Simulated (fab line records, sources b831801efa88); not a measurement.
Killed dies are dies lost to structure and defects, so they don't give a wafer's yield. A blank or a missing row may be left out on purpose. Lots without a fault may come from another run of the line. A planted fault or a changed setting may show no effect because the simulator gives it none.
A struck lot beside a sound one | flow sfq_line | 14 steps out of a route of 325
Sound: wafers L508.1, L508.4, L508.6. Struck: wafer L514.3. (L514.4, L514.6 of the same lot were not struck and are left out.) The cause comes at the end.
At each step with rows: each side's tool, then ch and its chambers, then its first start. Under that, the readings that differ: sound wafers | struck wafers | difference of the means | sigmas: that difference in standard deviations of wafers without a fault.
alike: readings whose means differ by less than 2 such deviations, and words and numbers that are the same on both sides. not compared: withheld readings, readings that some wafer has no value for, bounds like >300 that may hide the same value, and numbers for which the record gives no deviation and whose values overlap.
The two part at a step that has a row with sigmas, a row that says differs or no value, or rows on one side only. Numbers that don't overlap but have no deviation are shown without sigmas and don't part them. A reading that every wafer of one side lacks parts them only if that side has two wafers or more.

first, 6 steps without rows for these wafers: SFQ_TRILAYER_M2_LITHO_COAT_062 (resist thk 62 nm); SFQ_TRILAYER_M2_LITHO_COAT_057 (resist thk 600 nm); SFQ_TRILAYER_M2_LITHO_SOFTBAKE_061; SFQ_TRILAYER_M2_LITHO_EXPOSE_058 (exposes mask M2, target cd 500 nm); SFQ_TRILAYER_M2_LITHO_PEB_060 (peb time 60 s); SFQ_TRILAYER_M2_LITHO_DEVELOP_059 (time 60 s).
SFQ_M2_OVL_MEAS_916:
  sound on overlay-02, day 26 07:49; struck on overlay-01, day 28 21:11
  alike: M2_OVL
SFQ_TRILAYER_M2_BARC_OPEN_METAL_ETCH_077: etches BARC in O2, target depth 125 nm, time 41.7 s.
  sound on rie_metal-03 ch 0,1, day 26 07:51; struck on rie_metal-03 ch 1, day 28 21:14
  alike: drypump_motor_current_A, oes_product_au
  not compared: rf_hours_counter_h
SFQ_TRILAYER_M2_ETCH_METAL_ETCH_060: etches Nb in Cl2/Ar, stops on SiO2, target depth 240 nm, time 120 s.
  sound on rie_metal-03 ch 0,1, day 26 07:56; struck on rie_metal-03 ch 1, day 28 21:19
  alike: drypump_motor_current_A, oes_product_au
  not compared: rf_hours_counter_h
SFQ_TRILAYER_M2_STRIP_STRIP_061: strips in O2.
  sound on rie_metal-03 ch 0,1, day 26 08:06; struck on rie_metal-03 ch 1, day 28 21:36
  alike: drypump_motor_current_A, oes_product_au
  not compared: rf_hours_counter_h
then, 1 step without rows for these wafers: SFQ_TRILAYER_M2_STRIP_SOLV_CLEAN_062 (cleans in NMP, time 600 s).
SFQ_TRILAYER_I2_DEP_PECVD_063: deposits SiO2 from SiH4/N2O, time 111.11 s, target thk 500 nm.
  sound on pecvd-03 ch 1,2, day 26 09:04; struck on pecvd-03 ch 2, day 28 22:10
  alike: heater_power_w, throttle_valve_pct
SFQ_TRILAYER_I2_CMP_CMP_064: polishes SiO2.
  sound on cmp-02 ch 0,2, day 26 21:47; struck on cmp-02 ch 0, day 29 13:47
  reading                 | sound             | struck | difference | sigmas
  head_pressure_psi (psi) | 3.006 3.007 2.993 | 3.383  | +0.381     | +55
  time_to_endpoint_s (s)  | 183 210 206       | 167    | -33        | -3
  alike: motor_current_A
SFQ_I2_BOW_MEAS_917:
  sound on film_metro-04, day 27 00:47; struck on film_metro-04, day 29 15:50
  alike: I2_BOW

WHERE THEY PART
Only at SFQ_TRILAYER_I2_CMP_CMP_064, within this record. Later steps at which nothing parts them and some readings are alike: SFQ_I2_BOW_MEAS_917.

WHY: what the simulator had put in
Process parameter drift: cmp-02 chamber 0, from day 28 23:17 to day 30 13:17, at SFQ_TRILAYER_I2_CMP_CMP_064. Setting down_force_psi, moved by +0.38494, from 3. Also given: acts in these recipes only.
